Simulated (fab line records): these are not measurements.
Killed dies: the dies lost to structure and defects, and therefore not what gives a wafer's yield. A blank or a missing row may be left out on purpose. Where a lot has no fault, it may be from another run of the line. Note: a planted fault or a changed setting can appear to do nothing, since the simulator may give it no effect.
Comparing a struck lot with a sound one / flow sky130 / 25 steps out of a route of 708
Sound: wafers L295.1, L295.5, L295.6. Wafers L293.1, L293.2, L293.5 were the ones struck. Last of all comes the cause.
For every step that has rows: the tool of each side, followed by ch and its chambers, followed by its first start. Under that, the readings that differ: sound wafers / struck wafers / difference of the means / sigmas: that difference in standard deviations of wafers without a fault.
alike: readings with means less than 2 such deviations apart, plus words and numbers identical on both sides. not compared: withheld readings, readings lacking a value on some wafer, bounds such as >300 that could conceal the same value, and numbers that have no deviation in the record and whose values overlap.
A row with sigmas, a row that says differs or no value, or rows on one side alone: a step with any of these is where the two part. Non-overlapping numbers with no deviation appear without sigmas and do not part them. Lack of a reading on every wafer of one side parts them only where that side has two or more wafers.

first, 3 steps without rows for these wafers: SKY_CAP2M_EXPOSE_09 (exposes mask CAP2M, target cd 1000 nm); SKY_CAP2M_PEB_10; SKY_CAP2M_DEVELOP_11 (develop time 60 s).
SKY_CAP2M_OVL_MEAS_12:
  sound on overlay-02, day 44 22:58; struck on overlay-02, day 44 17:28
  alike: CAP2M_OVL
then, 1 step without rows for these wafers: SKY_CAP2M_METAL_ETCH_13 (etches TiN in Cl2/BCl3, stops on SiO2, target depth 220 nm, time 62.9 s).
SKY_CAP2M_STRIP_14: strips in O2/N2.
  sound on plasma asher-03 ch 0,1, day 44 23:04; struck on plasma asher-02 ch 0,1, day 44 17:34
reading=strip time to endpoint s (s); sound=12.72 12.72 12.68; struck=12.61 12.64 12.56; difference=-0.10; sigmas=-2
  alike: drypump motor current A, oes product au
  not compared: rf hours counter h
then, 6 steps without rows for these wafers: SKY_CAP2M_STRIP_15 (strips in post etch residue remover, time 1200 s); SKY_CAP2M_CLEAN_16 (cleans in IPA, time 180 s); SKY_CAP2M_CLEAN_17 (cleans in O3/DIW); SKY_METAL4_DEHYDRATE_05 (time 60 s); SKY_METAL4_HMDS_06 (prime time 60 s); SKY_METAL4_COAT_07 (resist thk 60 nm).
SKY_METAL4_COAT_08: resist thk 1140 nm.
  sound on litho track-03 ch 0, day 45 09:00; struck on litho track-01 ch 0, day 45 04:00
reading=model.KrF-thick_of_METAL4_COAT_08.thk nm (nm); sound=1140 1138 1144; struck=1161 1165 1164; difference=+23; sigmas=
  alike: resist line temp C
then, 4 steps without rows for these wafers: SKY_METAL4_SOFTBAKE_09 (time 90 s); SKY_METAL4_EXPOSE_10 (exposes mask MM4, target cd 300 nm); SKY_METAL4_PEB_11; SKY_METAL4_DEVELOP_12 (develop time 60 s).
SKY_METAL4_CD_MEAS_13: target cd 300 nm.
  sound on cd sem-01, day 45 20:46; struck on cd sem-01, day 45 15:38
  alike: cd nm
SKY_METAL4_OVL_MEAS_14:
  sound on overlay-01, day 45 20:53; struck on overlay-01, day 45 15:46
  alike: METAL4_OVL
SKY_METAL4_DESCUM_15: chemistry O2, time 8 s.
  sound on rie metal-04 ch 0,1, day 45 20:55; struck on rie metal-02 ch 0,1, day 45 15:48
  alike: drypump motor current A, oes product au
  not compared: rf hours counter h
SKY_METAL4_ETCH_16: etches BARC in N2/H2, stops on SiO2, time 88.2 s, target depth 60 nm.
  sound on rie metal-04 ch 0,1, day 45 20:58; struck on rie metal-02 ch 0,1, day 45 15:50
  alike: drypump motor current A, oes product au, throttle valve pct
  not compared: rf hours counter h
SKY_METAL4_ETCH_17: etches SiO2 in C4F8/O2/Ar, stops on TiN, time 3.9 s, target depth 15 nm.
  sound on rie diel-02 ch 0,3, day 45 21:06; struck on rie diel-02 ch 0,1,3, day 45 15:56
  alike: oes product au
  not compared: rf hours counter h
SKY_METAL4_METAL_ETCH_18: etches the open film in Cl2/BCl3, stops on SiO2, target depth 845 nm, time 183.1 s.
  sound on rie metal-02 ch 0,1, day 45 21:07; struck on rie metal-04 ch 0,1, day 45 15:57
  alike: drypump motor current A, oes product au, throttle valve pct
  not compared: rf hours counter h, model.KrF-thick_of_METAL4_COAT_08.thk nm
SKY_METAL4_STRIP_19: strips in O2/N2.
  sound on plasma asher-01 ch 0,1, day 45 21:17; struck on plasma asher-04 ch 0,1, day 45 16:11
  alike: drypump motor current A, oes product au, strip time to endpoint s
  not compared: rf hours counter h
next, for these wafers, 1 step has no rows: SKY_PAD_OPEN_PROBE_99.

== WHERE THEY PART ==
Within this record, at SKY_CAP2M_STRIP_14 only. Later steps at which nothing parts them and some readings are alike: SKY_METAL4_COAT_08, SKY_METAL4_CD_MEAS_13, SKY_METAL4_OVL_MEAS_14, SKY_METAL4_DESCUM_15, SKY_METAL4_ETCH_16, SKY_METAL4_ETCH_17, SKY_METAL4_METAL_ETCH_18, SKY_METAL4_STRIP_19.

WHY: what the simulator had put in
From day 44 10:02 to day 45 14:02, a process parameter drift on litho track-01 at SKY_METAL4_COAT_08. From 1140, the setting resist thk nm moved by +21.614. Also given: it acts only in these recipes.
